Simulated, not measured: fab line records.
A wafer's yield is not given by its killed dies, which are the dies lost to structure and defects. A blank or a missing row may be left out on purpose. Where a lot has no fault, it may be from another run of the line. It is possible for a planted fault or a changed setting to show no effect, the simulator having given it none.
fab line records	flow sky130
[record] lots = 7	wafers = 21	last_day = 50
route steps=708 shown SONOS_ONO@186 GATE_OXIDE@187 PAD_OPEN@708
lots untouched by any fault: they come from a run of this same line in which no faults occurred
start_h: hours from the record's opening day to when the first of the lot's shown wafers began	wait_h: hours elapsed since this lot's preceding step	" the same as in the row above	L1.1+2: several wafers, shown together as one row	- value missing, or start not given	* or withheld: withheld	< > ~ a bound
route shown NAME@n: names a module that has steps shown in the file, with the first one's number in the route	usual: mean and standard deviation over wafers with no fault	same: alike in all rows	chamber/n: place in a boat	sites: the reading at each site	_std_site: standard deviation across them	_edge_site: inner sites' mean taken away from outer sites' mean	radius_mm: for every site, how far away it sits from the centre of the wafer	mask NAME#n: copy n	behind: tool/chamber where the wafer was last shaped	hold: reason for holding the lot/hours on hold/outcome of the hold	device: whichever transistor did not switch (one of n, p or np)	end of line: the same wafers' tests at the end of the route	a step with no rows: only its recipe	killed: dies that structure and defects cost at the first sort, which is not the same as the wafer's yield	map: shows each die of a wafer: x if killed, . if not, _ if none is there
set.NAME: the setting the step ran with; set.NAME@STEP: the setting that earlier step ran with	model.NAME: the simulator's own value behind a step, which no gauge read
lots at some steps of the route; a table a step, a row a wafer
services: when a tool's chamber went out of use (start_h, in hours from the record's first day, below 0 if earlier), for how many hours, and the reason
[[steps]]
[step SKY_SONOS_ONO_WET_ETCH_18]
[recipe] chemistry = H3PO4	target_depth_nm = 15	target = Si3N4	temp_c = 160	time_s = 172
[step SKY_GATE_OXIDE_CLEAN_00]
[recipe] chemistry = SC1/SC2	mix = 1:4:20	temp_c = 70	time_s = 150	dry = n2_spin
[step SKY_GATE_OXIDE_OXIDATION_01]
[recipe] temp_c = 900	ambient = O2	stabilise_s = 600	purge_s = 300	target_thk_a = 102.68	ox_time_s = 1473
[step SKY_GATE_OXIDE_THK_MEAS_02]
[recipe] reads = SiO2_of_GATE_OXIDE_OXIDATION_01
[usual] GATE_OXIDE_OXIDATION_00_THK = 10.27/0.19
lot.wafer	tool	chamber	start_h	wait_h	GATE_OXIDE_OXIDATION_00_THK[nm]
L776.1	film_metro-03	-	294.26	0.0	10.08
L776.2	"	-	"	"	10.22
L776.6	"	-	"	"	10.37
L778.1	film_metro-03	-	310.72	0.0	10.21
L778.2	"	-	"	"	10.13
L778.3	"	-	"	"	10.25
L788.1	film_metro-03	-	393.96	0.0	10.64
L788.3	"	-	"	"	10.83
L788.6	"	-	"	"	10.74
L789.2	film_metro-03	-	400.98	0.0	10.53
L789.5	"	-	"	"	10.49
L789.6	"	-	"	"	10.66
L791.1	film_metro-03	-	416.04	0.0	10.20
L791.2	"	-	"	"	10.18
L791.4	"	-	"	"	10.24
L792.1	film_metro-03	-	427.81	0.0	10.39
L792.3	"	-	"	"	10.43
L792.6	"	-	"	"	10.47
L798.1	film_metro-01	-	473.81	0.0	10.29
L798.2	"	-	"	"	10.37
L798.6	"	-	"	"	10.15
[step SKY_GATE_OXIDE_DEHYDRATE_03]
[recipe] temp_c = 200	time_s = 60
[step SKY_GATE_OXIDE_HMDS_04]
[recipe] prime_time_s = 60	prime_temp_c = 120
[step SKY_GATE_OXIDE_COAT_05]
[recipe] resist = NOVOLAK	spin_rpm = 3000	resist_thk_nm = 1140
[step SKY_GATE_OXIDE_SOFTBAKE_06]
[recipe] temp_c = 90	time_s = 60	resist = NOVOLAK
[step SKY_GATE_OXIDE_EXPOSE_07]
[recipe] mask_id = LVOM	na = 0.6	source_shape = conventional	sigma_outer = 0.6	polarization = unpolarized	target_cd_nm = 600	dose_mj = 170
[step SKY_GATE_OXIDE_PEB_08]
[recipe] temp_c = withheld	time_s = *	resist = NOVOLAK
[step SKY_GATE_OXIDE_DEVELOP_09]
[recipe] resist = NOVOLAK	developer = TMAH	develop_time_s = 60	dev_temp_c = 23
[step SKY_GATE_OXIDE_OVL_MEAS_10]
[usual] GATE_OXIDE_OVL = -0.3/1.2
lot.wafer	tool	chamber	start_h	wait_h	GATE_OXIDE_OVL[nm]
L776.1	overlay-02	-	320.76	0.1	-2.9
L776.2	"	-	"	"	-0.7
L776.6	"	-	"	"	-0.6
L778.1	overlay-01	-	336.97	0.1	1.8
L778.2	"	-	"	"	2.4
L778.3	"	-	"	"	1.5
L788.1	overlay-01	-	423.67	0.1	0.2
L788.3	"	-	"	"	-1.1
L788.6	"	-	"	"	-1.9
L789.2	overlay-01	-	431.27	0.1	-1.2
L789.5	"	-	"	"	-1.6
L789.6	"	-	"	"	-1.2
L791.1	overlay-02	-	447.16	0.1	0.5
L791.2	"	-	"	"	-0.7
L791.4	"	-	"	"	-2.3
L792.1	overlay-01	-	457.92	0.1	1.1
L792.3	"	-	"	"	-0.5
L792.6	"	-	"	"	2.3
L798.1	overlay-02	-	504.17	0.1	-0.2
L798.2	"	-	"	"	-1.9
L798.6	"	-	"	"	-0.9
[step SKY_GATE_OXIDE_IMPLANT_11]
[recipe] species = B	energy_kev = 10	dose_cm2 = 2.6e+12	tilt_deg = withheld
[usual] beam_energy_keV = 10.000/0.003	beam_on_s = 10.00/0.2	dose_ions_cm2 = 2.6e+12/2.6e+09
lot.wafer	tool	chamber	start_h	wait_h	beam_energy_keV	beam_on_s	dose_ions_cm2	model.implant.rp_nm	model.implant.drp_nm
L776.1	implanter-04	0	320.80	0.0	10.001	10.05	2.5984e+12	31.37	17.11
L776.2	"	0	"	"	9.9975	9.71	2.5994e+12	31.37	17.11
L776.6	"	0	"	"	9.9960	10.24	2.5998e+12	31.37	17.11
L778.1	implanter-01	0	337.01	0.0	9.9997	9.95	2.606e+12	32.86	17.11
L778.2	"	0	"	"	10.000	10.45	2.5978e+12	32.86	17.11
L778.3	"	0	"	"	9.9980	9.99	2.6044e+12	32.86	17.11
L788.1	implanter-04	0	423.71	0.0	10.913	9.87	2.5952e+12	36.49	18.2
L788.3	"	0	"	"	10.914	9.73	2.6002e+12	36.49	18.2
L788.6	"	0	"	"	10.915	9.93	2.5992e+12	36.49	18.2
L789.2	implanter-04	0	431.33	0.0	10.919	10.02	2.5976e+12	35.82	18.2
L789.5	"	0	"	"	10.922	10.01	2.5937e+12	35.82	18.2
L789.6	"	0	"	"	10.915	10.32	2.5982e+12	35.82	18.2
L791.1	implanter-03	0	447.20	0.0	9.9983	10.08	2.6028e+12	33.58	17.11
L791.2	"	0	"	"	9.9967	10.07	2.6013e+12	33.58	17.11
L791.4	"	0	"	"	9.9974	9.76	2.6015e+12	33.58	17.11
L792.1	implanter-04	0	457.96	0.0	10.918	10.02	2.6014e+12	36.62	18.2
L792.3	"	0	"	"	10.911	10.05	2.6006e+12	36.62	18.2
L792.6	"	0	"	"	10.911	9.79	2.6028e+12	36.62	18.2
L798.1	implanter-03	0	504.20	0.0	9.9983	9.86	2.6015e+12	33.65	17.11
L798.2	"	0	"	"	9.9975	10.27	2.5993e+12	33.65	17.11
L798.6	"	0	"	"	9.9954	10.33	2.6042e+12	33.65	17.11
[step SKY_GATE_OXIDE_WET_ETCH_12]
[recipe] chemistry = dHF	target_depth_nm = 16.8	dry = n2_spin	target = SiO2	dilution = 100:1	temp_c = 25	time_s = 336
[step SKY_PAD_OPEN_PROBE_99]
[usual] killed_at_M0_to_M3 = 42/7.2	killed_at_M4_up = 3.5/1.8	killed_at_contacts = 25/5.7	killed_at_front_end = 16/4.6	killed_at_other = 0.2/0.41	killed_dies = 86/9.3	killed_open = 47/6.3	killed_short = 39/5.9
[same] gross_dies = 492	killed_at_back_side = 0
lot.wafer	tool	chamber	start_h	wait_h	killed_at_M0_to_M3	killed_at_M4_up	killed_at_contacts	killed_at_front_end	killed_at_other	killed_dies	killed_open	killed_short	model.etest.pfet_01v8_lvt.off_log10_a_um	model.etest.pfet_01v8_lvt.vt_sat_v	model.etest.pfet_01v8_lvt.vt_v	model.etest.pfet_01v8_lvt.vt_long_v
L776.1	prober-01	-	1092.90	0.1	37	5	24	18	1	85	47	38	-8.967	-0.4405	-0.5275	-0.6421
L776.2	prober-01	-	1092.95	0.1	44	2	24	14	1	85	42	43	-9.009	-0.4401	-0.526	-0.6416
L776.6	prober-01	-	1093.15	0.2	39	6	22	11	0	78	38	40	-9.114	-0.4447	-0.5299	-0.6449
L778.1	prober-02	-	1101.09	0.1	43	2	30	17	0	92	55	37	-8.83	-0.4432	-0.532	-0.6501
L778.2	prober-02	-	1101.14	0.1	52	8	29	13	0	102	61	41	-8.89	-0.4378	-0.5241	-0.6429
L778.3	prober-02	-	1101.19	0.2	39	4	30	12	0	85	59	26	-8.866	-0.4412	-0.5316	-0.6492
L788.1	prober-02	-	1155.80	0.1	54	3	26	22	0	105	63	42	-8.339	-0.4188	-0.5156	-0.6353
L788.3	prober-02	-	1155.90	0.2	40	3	27	15	0	85	50	35	-8.079	-0.4027	-0.5018	-0.6275
L788.6	prober-02	-	1156.05	0.2	55	2	20	18	0	95	42	53	-8.293	-0.4062	-0.5073	-0.6283
L789.2	prober-01	-	1164.03	0.1	52	2	29	10	0	93	55	38	-8.614	-0.4375	-0.5355	-0.6522
L789.5	prober-01	-	1164.18	0.2	41	6	20	15	0	82	47	35	-8.576	-0.4369	-0.5317	-0.652
L789.6	prober-01	-	1164.23	0.2	41	5	18	14	0	78	44	34	-8.681	-0.4387	-0.536	-0.6538
L791.1	prober-01	-	1171.65	0.1	45	3	34	13	0	95	52	43	-8.653	-0.4246	-0.5191	-0.638
L791.2	prober-01	-	1171.70	0.1	45	5	25	15	0	90	43	47	-8.44	-0.4222	-0.5215	-0.64
L791.4	prober-01	-	1171.80	0.2	38	5	30	13	0	86	49	37	-8.744	-0.4283	-0.5228	-0.6447
L792.1	prober-02	-	1176.93	0.1	32	5	21	8	1	67	34	33	-8.345	-0.4033	-0.5026	-0.6267
L792.3	prober-02	-	1177.03	0.2	40	3	20	15	0	78	44	34	-8.13	-0.3964	-0.4982	-0.6245
L792.6	prober-02	-	1177.18	0.2	46	6	22	15	0	89	45	44	-8.239	-0.4018	-0.5053	-0.627
L798.1	prober-02	-	1200.62	0.1	29	3	19	11	0	62	38	24	-8.662	-0.4343	-0.5259	-0.6452
L798.2	prober-02	-	1200.67	0.1	28	4	26	14	0	72	42	30	-8.858	-0.4436	-0.5366	-0.6558
L798.6	prober-02	-	1200.87	0.2	18	4	22	16	0	60	34	26	-8.818	-0.4394	-0.5351	-0.6534
// killed by level:class
L776.1 CONTACT:geometric_particle:open=8 VIA1:geometric_particle:open=7 FIELD_ISO:geometric_particle:open=6 LI_CONTACT:geometric_particle:open=6 METAL2:geometric_particle:short=5 METAL1:geometric_particle:short=5 VIA1:geometric_particle:short=5 CONTACT:geometric_particle:short=4
L776.2 VIA3:geometric_particle:short=10 CONTACT:geometric_particle:open=8 VIA1:geometric_particle:open=7 CONTACT:geometric_particle:short=6 METAL2:geometric_particle:short=6 VIA2:geometric_particle:open=6 FIELD_ISO:geometric_particle:open=5 LI_CONTACT:geometric_particle:open=5
L776.6 VIA3:geometric_particle:open=8 LI_CONTACT:geometric_particle:open=7 METAL1:geometric_particle:short=7 LI_CONTACT:geometric_particle:short=6 VIA1:geometric_particle:open=6 VIA2:geometric_particle:open=5 METAL4:geometric_particle:short=5 CONTACT:geometric_particle:open=3
L778.1 CONTACT:geometric_particle:open=15 VIA1:geometric_particle:open=11 LI_CONTACT:geometric_particle:open=7 METAL2:geometric_particle:short=7 POLY_GATE:geometric_particle:open=5 VIA3:geometric_particle:open=5 FIELD_ISO:geometric_particle:open=4 LOCAL_INTERCONNECT:geometric_particle:short=4
L778.2 CONTACT:geometric_particle:open=15 VIA1:geometric_particle:open=13 VIA3:geometric_particle:open=10 VIA1:geometric_particle:short=7 METAL4:geometric_particle:short=6 VIA2:geometric_particle:open=6 FIELD_ISO:geometric_particle:open=5 LI_CONTACT:geometric_particle:open=4
L778.3 CONTACT:geometric_particle:open=14 VIA1:geometric_particle:open=12 VIA3:geometric_particle:open=10 LI_CONTACT:geometric_particle:open=6 CONTACT:geometric_particle:short=5 LI_CONTACT:geometric_particle:short=4 VIA1:geometric_particle:short=4 METAL2:geometric_particle:short=4
L788.1 VIA1:geometric_particle:open=16 METAL1:geometric_particle:short=12 LI_CONTACT:geometric_particle:open=11 CONTACT:geometric_particle:open=9 METAL2:geometric_particle:short=7 FIELD_ISO:geometric_particle:open=6 FIELD_ISO:geometric_particle:short=6 VIA2:geometric_particle:open=5
L788.3 CONTACT:geometric_particle:open=11 LI_CONTACT:geometric_particle:open=8 VIA2:geometric_particle:open=8 METAL2:geometric_particle:short=8 FIELD_ISO:geometric_particle:open=6 CONTACT:geometric_particle:short=5 FIELD_ISO:geometric_particle:short=4 VIA1:geometric_particle:open=4
L788.6 METAL2:geometric_particle:short=10 VIA1:geometric_particle:open=9 METAL1:geometric_particle:short=9 VIA3:geometric_particle:open=8 CONTACT:geometric_particle:short=6 FIELD_ISO:geometric_particle:short=5 LI_CONTACT:geometric_particle:open=5 VIA2:geometric_particle:open=5
L789.2 LI_CONTACT:geometric_particle:open=13 VIA1:geometric_particle:open=10 VIA3:geometric_particle:open=10 VIA2:geometric_particle:open=8 CONTACT:geometric_particle:open=7 METAL2:geometric_particle:short=6 LOCAL_INTERCONNECT:geometric_particle:short=5 METAL1:geometric_particle:short=4
L789.5 VIA1:geometric_particle:open=13 CONTACT:geometric_particle:open=8 VIA3:geometric_particle:open=7 LOCAL_INTERCONNECT:geometric_particle:short=6 POLY_GATE:geometric_particle:short=4 CONTACT:geometric_particle:short=4 METAL2:geometric_particle:short=4 VIA2:geometric_particle:open=4
L789.6 VIA1:geometric_particle:open=9 VIA2:geometric_particle:open=8 CONTACT:geometric_particle:open=7 METAL2:geometric_particle:short=7 POLY_GATE:geometric_particle:short=5 POLY_GATE:geometric_particle:open=4 VIA3:geometric_particle:open=4 LI_CONTACT:geometric_particle:short=3
L791.1 CONTACT:geometric_particle:open=14 VIA1:geometric_particle:open=13 LI_CONTACT:geometric_particle:open=7 VIA1:geometric_particle:short=7 VIA2:geometric_particle:open=7 CONTACT:geometric_particle:short=6 METAL2:geometric_particle:short=6 FIELD_ISO:geometric_particle:short=4
L791.2 VIA2:geometric_particle:open=8 VIA3:geometric_particle:open=7 VIA1:geometric_particle:open=7 LI_CONTACT:geometric_particle:short=6 LI_CONTACT:geometric_particle:open=6 CONTACT:geometric_particle:open=6 VIA1:geometric_particle:short=6 VIA3:geometric_particle:short=6
L791.4 LI_CONTACT:geometric_particle:open=10 CONTACT:geometric_particle:open=9 VIA3:geometric_particle:open=7 VIA3:geometric_particle:short=7 VIA1:geometric_particle:open=6 VIA2:geometric_particle:open=6 POLY_GATE:geometric_particle:open=5 POLY_GATE:geometric_particle:short=4
L792.1 VIA1:geometric_particle:open=10 CONTACT:geometric_particle:short=7 CONTACT:geometric_particle:open=5 METAL4:geometric_particle:short=5 FIELD_ISO:geometric_particle:short=4 LI_CONTACT:geometric_particle:open=4 VIA3:geometric_particle:open=4 VIA2:geometric_particle:open=3
L792.3 CONTACT:geometric_particle:open=9 VIA3:geometric_particle:open=9 METAL1:geometric_particle:short=7 VIA2:geometric_particle:open=6 LI_CONTACT:geometric_particle:open=5 FIELD_ISO:geometric_particle:open=4 VIA2:geometric_particle:short=4 VIA1:geometric_particle:open=4
L792.6 VIA2:geometric_particle:open=10 VIA3:geometric_particle:open=9 METAL2:geometric_particle:short=8 CONTACT:geometric_particle:open=8 FIELD_ISO:geometric_particle:short=6 POLY_GATE:geometric_particle:open=6 METAL4:geometric_particle:short=5 LI_CONTACT:geometric_particle:open=4
L798.1 VIA1:geometric_particle:open=8 LI_CONTACT:geometric_particle:open=7 CONTACT:geometric_particle:open=5 VIA3:geometric_particle:open=5 FIELD_ISO:geometric_particle:open=4 POLY_GATE:geometric_particle:open=4 LI_CONTACT:geometric_particle:short=4 VIA2:geometric_particle:open=4
L798.2 VIA2:geometric_particle:open=9 LI_CONTACT:geometric_particle:open=8 CONTACT:geometric_particle:short=8 VIA1:geometric_particle:open=8 CONTACT:geometric_particle:open=7 POLY_GATE:geometric_particle:short=6 METAL1:geometric_particle:short=5 FIELD_ISO:geometric_particle:short=4
L798.6 VIA3:geometric_particle:open=7 LI_CONTACT:geometric_particle:open=6 CONTACT:geometric_particle:open=6 FIELD_ISO:geometric_particle:open=4 POLY_GATE:geometric_particle:short=4 LOCAL_INTERCONNECT:geometric_particle:short=4 METAL4:geometric_particle:short=4 LI_CONTACT:geometric_particle:short=3
[[services]]
tool	chamber	start_h	hours	kind
implanter-03	-	309.96	3.9	pm
implanter-01	-	339.24	5.8	pm
implanter-03	-	383.35	1.1	repair
implanter-01	-	391.51	6.7	repair
implanter-04	-	398.60	2.7	repair
implanter-04	-	408.61	0.6	repair
implanter-03	-	410.39	4.7	repair
implanter-03	-	443.94	2.1	repair
implanter-04	-	475.84	3.1	pm
implanter-03	-	485.52	2.2	repair
implanter-03	-	488.03	5.3	repair
[[key]]
[first_sign] step = SKY_GATE_OXIDE_IMPLANT_11	reading = beam_energy_keV	direction = up	sigmas = 99+	usual = *	struck = *
effect none on later readings
[model_effect] step = SKY_GATE_OXIDE_IMPLANT_11	value = implant.rp_nm	without = 33.3	struck = 36.31
[model_effect] step = SKY_PAD_OPEN_PROBE_99	value = etest.pfet_01v8_lvt.off_log10_a_um	without = -8.824	struck = -8.366
met_at SKY_GATE_OXIDE_IMPLANT_11
struck_wafers L788.1,L788.3,L788.6,L789.2,L789.5,L789.6,L792.1,L792.3,L792.6
tester_left_out L788,L789,L792
onset_between 320.80 423.71
[fault] kind = process_parameter_drift	tool = implanter-04	chamber = -	onset_h = 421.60	steps = SKY_GATE_OXIDE_IMPLANT_11	channel = energy_kev	offset = *	shape = step	end_h = 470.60	acts_in = *	stated = *
// tester_left_out: of these lots the tester's yield and bins aren't shown, on N5 and GAA mostly nor the transistor test; their killed dies are dies lost to structure and defects alone, not to doping, threshold or leakage, so they don't give the yield
